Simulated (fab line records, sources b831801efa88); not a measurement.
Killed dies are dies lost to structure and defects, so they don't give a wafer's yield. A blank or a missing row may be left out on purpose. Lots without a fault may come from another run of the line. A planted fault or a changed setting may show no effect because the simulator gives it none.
Problem report in the 8D (eight disciplines) form, filled by code | flow sky130 | the parts of the form that need people (team, actions taken, sign-off) are left out

1. THE PROBLEM
killed_at_other at SKY_PAD_OPEN_PROBE_99 reads a mean of 38.2 on 6 wafers of 2 lots; wafers without a fault read 0.2 with a standard deviation of 0.51. That is +74 standard deviations from the usual mean.
First seen on wafer L506.1, day 49 15:27, on prober-02. The record holds 15 wafers of 5 lots with a number at this step. Rule for "out", or "out of limits": more than 4 standard deviations from the usual mean. The other wafers with a number count as sound.

2. WHAT IT IS AND WHAT IT IS NOT
question                    | is                     | is not
which readings at this step | killed_at_other        | killed_at_M0_to_M3, killed_at_M4_up, killed_at_front_end, killed_open, killed_short
which lots                  | L506, L507             | L497, L505, L513
which wafers of those lots  | all that have a number | -
read on which tools         | prober-01, prober-02   | -
when                        | from day 49 15:27      | up to then (6 sound wafers); but 3 sound wafers of L513 came after

3. SUSPECTS, AND WHAT RULES EACH OUT
Counting: a tool at a process step up to the reading stays a suspect if it ran every lot that is out and no sound lot after the first of them.
- plasma_asher-03 at SKY_RES_XHIGH_STRIP_08 (strips in O2/N2): kept. It ran every lot that is out, first L506 (day 31 22:41), and no sound lot after that; its last sound lot up to then is L505 (day 31 21:11).
Left after counting: plasma_asher-03 at SKY_RES_XHIGH_STRIP_08.

4. THE CAUSE (what the simulator had put in)
Chamber particle source: plasma_asher-03, from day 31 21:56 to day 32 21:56, at SKY_RES_XHIGH_STRIP_08. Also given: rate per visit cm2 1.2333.
Counting left only this tool.

5. THE CHAIN OF EFFECTS, in route order
Each row: a reading whose mean over the struck wafers that have a number lies more than 3 standard deviations from the usual. Only readings for which the record gives a usual standard deviation are gone through. hours: the time from each lot's start at the first step in this table that gives one to its start at this step, as a median over the lots. sigmas: the change in usual standard deviations.
hours | step                  | reading         | usual | on struck wafers | change | sigmas
0     | SKY_PAD_OPEN_PROBE_99 | killed_at_other | 0.2   | 38.2             | +38.0  | +74
0     | SKY_PAD_OPEN_PROBE_99 | killed_dies     | 87    | 120              | +33    | +3.3
The process steps in it:
- SKY_PAD_OPEN_PROBE_99

6. WHAT WOULD HAVE CAUGHT IT SOONER
In this record the first reading out of limits was taken at day 49 15:27, 426 hours after the fault began at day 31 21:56.
Of the tool readings at SKY_RES_XHIGH_STRIP_08 for which the record gives a usual standard deviation, none was out on any struck wafer, so an alarm limit of 4 standard deviations on them would not have fired.
All the lots that are out (2) had begun SKY_RES_XHIGH_STRIP_08 on plasma_asher-03 by day 49 15:27. A hold on the tool at that time would have spared none of them.
